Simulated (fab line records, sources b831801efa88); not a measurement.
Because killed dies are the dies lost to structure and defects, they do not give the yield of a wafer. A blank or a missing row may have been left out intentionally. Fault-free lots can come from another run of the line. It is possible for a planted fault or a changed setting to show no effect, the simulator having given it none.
8D (eight disciplines) problem report, filled in by code || flow sky130 || the parts of the form that need people (team, actions taken, sign-off) are left out

== 1. WHAT IS WRONG ==
VIA3_HDPCVD_THK at SKY_VIA3_THK_MEAS_01 reads a mean of 2404 nm on 4 wafers of 3 lots; wafers without a fault read 1573 nm with a standard deviation of 19. Relative to the usual mean, that is a shift of +44 standard deviations.
The first sign was on wafer L802.4 at day 41 17:50, on film_metro-02. Wafers with a number at this step in the record: 36, from 12 lots. Rule for "out", or "out of limits": more than 4 standard deviations from the usual mean. All remaining wafers that have a number are taken as sound.

== 2. WHAT IT IS, AND WHAT IT ISN'T ==
{"question": "which readings at this step", "is": "VIA3_HDPCVD_THK", "is not": "-"}
{"question": "which lots", "is": "L802, L804, L805", "is not": "L794, L795, L800, L801, L807, L813, L814, L815, L816"}
{"question": "which wafers of those lots", "is": "L802.4, L804.4, L805.4, L805.5", "is not": "L802.2, L802.3, L804.2, L804.3, L805.2"}
{"question": "read on which gauges", "is": "film_metro-02, film_metro-04", "is not": "film_metro-03"}
{"question": "when", "is": "from day 41 17:50", "is not": "up to then (14 sound wafers); but 18 sound wafers of L804, L805, L807, L813, L814, L815, L816 came after"}

== 3. WHAT RULES OUT EACH SUSPECT ==
Counting: a tool at a process step up to the reading stays a suspect if it ran every lot that is out. Sound lots after the first of them don't rule it out here, since some wafers of a struck lot are sound.
- the gauge at SKY_VIA3_THK_MEAS_01 is ruled out. Those wafers that are out were read across 2 gauges (film_metro-02, film_metro-04).
- pecvd-03 at SKY_CAPM_CVD_00 (deposits SiO2, target thk 15.5 nm): kept. It ran every lot that is out, first L802 (day 39 15:14).
- hdpcvd-01 at SKY_VIA3_HDPCVD_00 (deposits SiO2, target thk 1635 nm, time 261.3 s): kept. It ran every lot that is out, first L802 (day 41 17:40); its last sound lot up to then is L801 (day 41 03:59).
What counting leaves: pecvd-03 at SKY_CAPM_CVD_00 and hdpcvd-01 at SKY_VIA3_HDPCVD_00.

== 4. THE CAUSE (what the simulator had put in) ==
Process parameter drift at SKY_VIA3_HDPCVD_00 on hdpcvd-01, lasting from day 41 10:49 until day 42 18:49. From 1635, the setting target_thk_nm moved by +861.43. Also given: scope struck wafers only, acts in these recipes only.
Of the 2 suspects that counting leaves, this tool is one.

== 5. SEQUENCE OF EFFECTS, ordered by route ==
One row per reading whose mean, taken over the struck wafers that have a number, lies over 3 standard deviations from the usual. Scope: only readings with a usual standard deviation given in the record; hours: median across lots of the time from each lot's start at the first step in this table that gives one to its start at this step; sigmas: change in usual standard deviations.
{"hours": 0, "step": "SKY_VIA3_THK_MEAS_01", "reading": "VIA3_HDPCVD_THK", "usual": "1573 nm", "on struck wafers": 2404, "change": "+831", "sigmas": "+44"}
At these later measuring or inspecting steps, every struck wafer for which the step has a row has a number for every such reading, and none has moved that far: SKY_VIA3_BOW_MEAS_03.

== 6. HOW IT WOULD HAVE BEEN CAUGHT EARLIER ==
In this record the first reading out of limits at a measuring or inspecting step was taken at day 41 17:50, 7 hours after the fault began at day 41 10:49.
Among the 3 lots that are out, L804, L805 began SKY_VIA3_HDPCVD_00 on hdpcvd-01 after day 41 17:50. A hold on the tool at that time would have spared those 2.
